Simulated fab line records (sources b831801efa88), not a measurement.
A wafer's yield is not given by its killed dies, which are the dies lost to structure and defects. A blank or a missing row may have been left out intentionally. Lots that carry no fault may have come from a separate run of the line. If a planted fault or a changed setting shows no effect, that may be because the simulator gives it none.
Matching of chambers	flow gf180mcu	4 sister chambers for GF_CONTACT_CMP_27 on cmp-02
The step polishes, stops on SiO2, t overpolish 15 s, target thk 0 nm. 14 wafers are shown with their chamber, then 6 later ones without.

WAFERS WITH THEIR CHAMBER
wafer	chamber	motor current A (A)	time to endpoint s (s)	overpolish run s (s)
L325.1	3	9.5	76	14.998
L325.3	2	10.9	69	15.012
L325.4	0	12.1	76	15.002
L326.1	2	10.2	69	14.998
L326.2	0	12.2	70	15.012
L326.4	1	10.7	67	15.017
L332.1	1	10.3	70	14.994
L332.2	3	9.4	80	14.991
L332.6	1	10.6	71	15.005
L333.1	1	10.7	70	15.010
L333.2	2	10.3	67	15.000
L333.3	0	12.5	75	14.992
L334.1	3	9.7	74	14.994
L334.4	2	10.7	69	14.998

SIGNATURES (means of the wafers above)
reading	chamber 0	chamber 1	chamber 2	chamber 3	scatter within a chamber
motor current A	12.267	10.575	10.525	9.533	0.238
time to endpoint s	73.67	69.50	68.50	76.67	2.27
overpolish run s	15.00200	15.00650	15.00200	14.99433	0.00801
Rule: distance of a wafer from a chamber = root of the sum over the readings of ((wafer's reading minus chamber's mean) / reading's scatter) squared. The wafer belongs to the nearest chamber; if the next one is less than 2 further off, it can't be placed. The scatter is the square root of a quotient: the sum, over the shown wafers, of each reading's squared deviation from its chamber's mean, divided by wafers minus chambers.

WAFERS MISSING THEIR CHAMBER
wafer	motor current A (A)	time to endpoint s (s)	overpolish run s (s)
L334.6	12.4	77	14.995
L336.3	12.3	79	15.008
L336.5	11.6	81	14.999
L337.3	10.4	71	15.007
L337.4	11.8	80	15.023
L337.5	12.0	82	15.012

THE CHAMBER EACH PASSED THROUGH
wafer	from the rows above	in truth
L334.6	0	0
L336.3	0	0
L336.5	0	0
L337.3	can't be placed: 1 or 2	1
L337.4	0	0
L337.5	0	0
Correct placement for 5 of the 6. Not placeable from these rows: 1 (in 1, the candidates include the true chamber). Placed wrongly: 0.
